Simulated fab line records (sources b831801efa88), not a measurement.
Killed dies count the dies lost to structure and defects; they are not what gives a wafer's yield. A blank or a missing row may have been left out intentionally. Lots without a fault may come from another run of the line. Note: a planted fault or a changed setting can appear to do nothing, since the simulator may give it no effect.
Comparing a struck lot with a sound one || flow sky130 || 44 out of 708 route steps
Sound: these wafers, L275.3, L275.4, L275.5. Wafers L287.2, L287.3, L287.5 were the ones struck. Last of all comes the cause.
Order at every step that has rows: each side's tool, ch and its chambers, its first start. Under that, the readings that differ: sound wafers || struck wafers || difference of the means || sigmas: that difference in standard deviations of wafers without a fault.
alike: a reading whose means differ by less than 2 such deviations, as well as words and numbers matching on both sides. not compared: withheld readings; readings where some wafer has no value; bounds like >300 that might hide an equal value; numbers whose values overlap and for which the record gives no deviation.
The two part at a step that has a row with sigmas, a row that says differs or no value, or rows on one side only. Numbers that don't overlap but have no deviation are shown without sigmas and don't part them. A reading missing from all wafers of one side parts the sides only when that side holds two or more wafers.

first, 5 steps without rows for these wafers: SKY_VIA2_ETCH_15 (etches SiO2 in C4F8/O2/Ar, stops on TiN, target depth 546 nm, time 84 s); SKY_VIA2_STRIP_16 (strips in O2/N2); SKY_VIA2_STRIP_17 (strips in post etch residue remover, time 1200 s); SKY_VIA2_CLEAN_18 (cleans in IPA, time 180 s); SKY_VIA2_CLEAN_19 (cleans in O3/DIW).
SKY_VIA2_SPUTTER_20: material TiN, target thk 20 nm, time 80 s.
  sound on pvd-sputter-01 at day 36 11:29; struck on pvd-sputter-04 at day 40 09:52
  alike: cathode-dc-power-W, throttle-valve-pct
SKY_VIA2_CVD_21: deposits W, target thk 420 nm, time 126.4 s.
  sound on cvd-w-01 ch 0,1, day 36 11:35; struck on cvd-w-02 ch 1, day 40 09:55
  alike: heater-power-w, susceptor-temp-C
SKY_VIA2_RS_MEAS_22: uses a four-point probe to measure.
  sound on film-metro-01 at day 36 11:43; struck on film-metro-01 at day 40 10:04
  alike: VIA2_W_RS
SKY_VIA2_THK_MEAS_23: measures by xrf.
  sound on film-metro-01 at day 36 11:49; struck on film-metro-01 at day 40 10:11
  alike: VIA2_W_THK
then, 2 steps without rows for these wafers: SKY_VIA2_CMP_24 (polishes, stops on SiO2, t overpolish 20 s, target thk 0 nm); SKY_METAL3_SPUTTER_00 (material Ti, target thk 15 nm, time 10 s).
SKY_METAL3_SPUTTER_01: material TiN, target thk 20 nm, time 16.7 s.
  sound on pvd-sputter-03 at day 36 12:11; struck on pvd-sputter-01 at day 40 10:34
  alike: cathode-dc-power-W, throttle-valve-pct
SKY_METAL3_SPUTTER_02: material AlCu, target thk 735 nm, time 39.1 s.
  sound on pvd-sputter-03 at day 36 12:13; struck on pvd-sputter-01 at day 40 10:35
{"reading": "cathode-dc-power-W (W)", "sound": "10599 10600 10600", "struck": "11407 11409 11408", "difference": "+808", "sigmas": "+99 or more"}
{"reading": "model.AlCu_of_METAL3_SPUTTER_02.thk-nm (nm)", "sound": "739 740.2 740.8", "struck": "782.9 781.3 783.8", "difference": "+42.7", "sigmas": ""}
  alike: throttle-valve-pct
then, 1 step without rows for these wafers: SKY_METAL3_SPUTTER_03 (material Ti, target thk 5 nm, time 3.3 s).
SKY_METAL3_SPUTTER_04: material TiN, target thk 70 nm, time 58.3 s.
  sound on pvd-sputter-03 at day 36 12:16; struck on pvd-sputter-01 at day 40 10:38
  alike: cathode-dc-power-W, throttle-valve-pct
SKY_CAPM_CVD_00: deposits SiO2, target thk 15.5 nm.
  sound on pecvd-04 ch 0,1,2, day 36 12:19; struck on pecvd-01 ch 0,1, day 40 10:41
  alike: heater-power-w, susceptor-temp-C
SKY_CAPM_THK_MEAS_01:
  sound on film-metro-03 at day 36 12:22; struck on film-metro-01 at day 40 10:43
  alike: CAPM_CVD_00_THK
then, 1 step without rows for these wafers: SKY_CAPM_SPUTTER_02 (material TiN, target thk 200 nm, time 166.7 s).
SKY_CAPM_RS_MEAS_03: uses a four-point probe to measure.
  sound on film-metro-03 at day 36 12:33; struck on film-metro-03 at day 40 10:54
  alike: CAPM_TIN_RS
SKY_CAPM_THK_MEAS_04: measures by xrf.
  sound on film-metro-03 at day 36 12:39; struck on film-metro-03 at day 40 11:01
  alike: CAPM_TIN_THK
then, 7 steps without rows for these wafers: SKY_CAPM_DEHYDRATE_05 (time 60 s); SKY_CAPM_HMDS_06 (prime time 60 s); SKY_CAPM_COAT_07 (resist thk 1140 nm); SKY_CAPM_SOFTBAKE_08 (time 60 s); SKY_CAPM_EXPOSE_09 (exposes mask CAPM, target cd 1000 nm); SKY_CAPM_PEB_10; SKY_CAPM_DEVELOP_11 (develop time 60 s).
SKY_CAPM_OVL_MEAS_12:
  sound on overlay-01 at day 37 13:32; struck on overlay-02 at day 41 11:25
  alike: CAPM_OVL
then, 13 steps without rows for these wafers: SKY_CAPM_METAL_ETCH_13 (etches TiN in Cl2/BCl3, stops on SiO2, target depth 220 nm, time 62.9 s); SKY_CAPM_STRIP_14 (strips in O2/N2); SKY_CAPM_STRIP_15 (strips in post etch residue remover, time 1200 s); SKY_CAPM_CLEAN_16 (cleans in IPA, time 180 s); SKY_CAPM_CLEAN_17 (cleans in O3/DIW); SKY_METAL3_DEHYDRATE_05 (time 60 s); SKY_METAL3_HMDS_06 (prime time 60 s); SKY_METAL3_COAT_07 (resist thk 60 nm); SKY_METAL3_COAT_08 (resist thk 1130 nm); SKY_METAL3_SOFTBAKE_09 (time 90 s); SKY_METAL3_EXPOSE_10 (exposes mask MM3, target cd 300 nm); SKY_METAL3_PEB_11; SKY_METAL3_DEVELOP_12 (develop time 60 s).
SKY_METAL3_CD_MEAS_13 targets a cd of 300 nm.
  sound on cd-sem-01 at day 38 15:55; struck on cd-sem-02 at day 42 11:53
  alike: cd-nm
SKY_METAL3_METAL_ETCH_18: etches the open film in Cl2/BCl3, stops on SiO2, target depth 845 nm, time 183.1 s.
  sound on rie-metal-03 ch 0,1, day 38 16:14; struck on rie-metal-03 ch 1, day 42 12:10
{"reading": "oes-product-au (a.u.)", "sound": "0.867 0.866 0.881", "struck": "0.889 0.892 0.892", "difference": "+0.020", "sigmas": "+3"}
  alike: drypump-motor-current-A, mfc-cl2-sccm, throttle-valve-pct
  not compared: rf-hours-counter-h
-- the record jumps here: 7 days lie between the struck wafers' starts before and after (it left off in module METAL3 and takes up again in module PAD_OPEN, whose first step shown is number 708 of the route) --
SKY_PAD_OPEN_PROBE_99:
  sound on prober-02 at day 46 00:16; struck on prober-02 at day 49 03:27
{"reading": "model.etest.met3.line-ohm-um", "sound": "0.1417 0.1402 0.1371", "struck": "0.1326 0.1323 0.133", "difference": -0.0070, "sigmas": ""}
{"reading": "model.etest.met3.rs-ohm-sq", "sound": "0.04299 0.04233 0.04237", "struck": "0.04028 0.04036 0.03989", "difference": -0.00239, "sigmas": ""}
  alike: defect-limited-yield, killed_at_M0_to_M3, killed_at_M4_up, killed-at-contacts, killed-at-front-end, killed-at-other, killed-dies, killed-on-rim, killed-open, killed-short, sort_bin_3_pad_short, sort_bin_5_function, sort_bin_6_memory, sort-n-pass, sort-yield-pct

## WHERE THEY PART
At SKY_METAL3_SPUTTER_02 first; at SKY_METAL3_METAL_ETCH_18 last (within this record only). Later steps at which nothing parts them and some readings are alike: SKY_PAD_OPEN_PROBE_99.

WHY: what had been put in by the simulator
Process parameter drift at SKY_METAL3_SPUTTER_02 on pvd-sputter-01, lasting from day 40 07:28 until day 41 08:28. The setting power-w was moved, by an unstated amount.
